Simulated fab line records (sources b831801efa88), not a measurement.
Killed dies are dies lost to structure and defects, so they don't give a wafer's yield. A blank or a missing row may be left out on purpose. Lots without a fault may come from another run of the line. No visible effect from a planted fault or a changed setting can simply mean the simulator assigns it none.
Matching of chambers || flow sky130 || SKY_VIA4_HDPCVD_00 on hdpcvd-02: 3 sister chambers
The step deposits SiO2, target thk 1750 nm, time 291.7 s. 6 wafers are shown with their chamber, then 8 later ones without.

== WAFERS, EACH WITH ITS CHAMBER ==
{"wafer": "L118.6", "chamber": 1, "runLengthS (s)": 319.5}
{"wafer": "L120.4", "chamber": 1, "runLengthS (s)": 319.2}
{"wafer": "L121.1", "chamber": 2, "runLengthS (s)": 318.9}
{"wafer": "L121.3", "chamber": 0, "runLengthS (s)": 321.0}
{"wafer": "L121.5", "chamber": 0, "runLengthS (s)": 320.6}
{"wafer": "L124.1", "chamber": 2, "runLengthS (s)": 318.6}

== WAFERS MISSING THEIR CHAMBER ==
{"wafer": "L124.2", "runLengthS (s)": 320.2}
{"wafer": "L124.5", "runLengthS (s)": 320.5}
{"wafer": "L125.1", "runLengthS (s)": 319.0}
{"wafer": "L125.5", "runLengthS (s)": 319.3}
{"wafer": "L125.6", "runLengthS (s)": 320.3}
{"wafer": "L127.2", "runLengthS (s)": 318.9}
{"wafer": "L127.3", "runLengthS (s)": 319.8}
{"wafer": "L127.6", "runLengthS (s)": 320.3}

== WHICH CHAMBER EACH WENT THROUGH ==
{"wafer": "L124.2", "from the rows above": "can't be placed: 0 or 1", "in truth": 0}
{"wafer": "L124.5", "from the rows above": 0, "in truth": 0}
{"wafer": "L125.1", "from the rows above": "can't be placed: 2 or 1", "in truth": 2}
{"wafer": "L125.5", "from the rows above": 1, "in truth": 1}
{"wafer": "L125.6", "from the rows above": "can't be placed: 0 or 1", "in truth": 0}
{"wafer": "L127.2", "from the rows above": "can't be placed: 2 or 1", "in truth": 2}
{"wafer": "L127.3", "from the rows above": 1, "in truth": 1}
{"wafer": "L127.6", "from the rows above": "can't be placed: 0 or 1", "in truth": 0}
3 of 8 placed correctly. Unplaceable from these rows: 5, with the true chamber sitting among the candidates in 5. 0 placed wrongly.
How it was worked out, from the rows above alone: a wafer's distance from a chamber is the root of the sum, over the readings, of the square of ((its reading less the chamber's mean) divided by the reading's scatter). If the next closest chamber is less than 2 further off than the closest, the wafer can't be placed; otherwise it belongs to the closest. For every chamber, the mean is computed from those of its wafers that are shown. The scatter: the root of (the sum of the squares of (reading less its chamber's mean) over the shown wafers, divided by (wafers less chambers)).
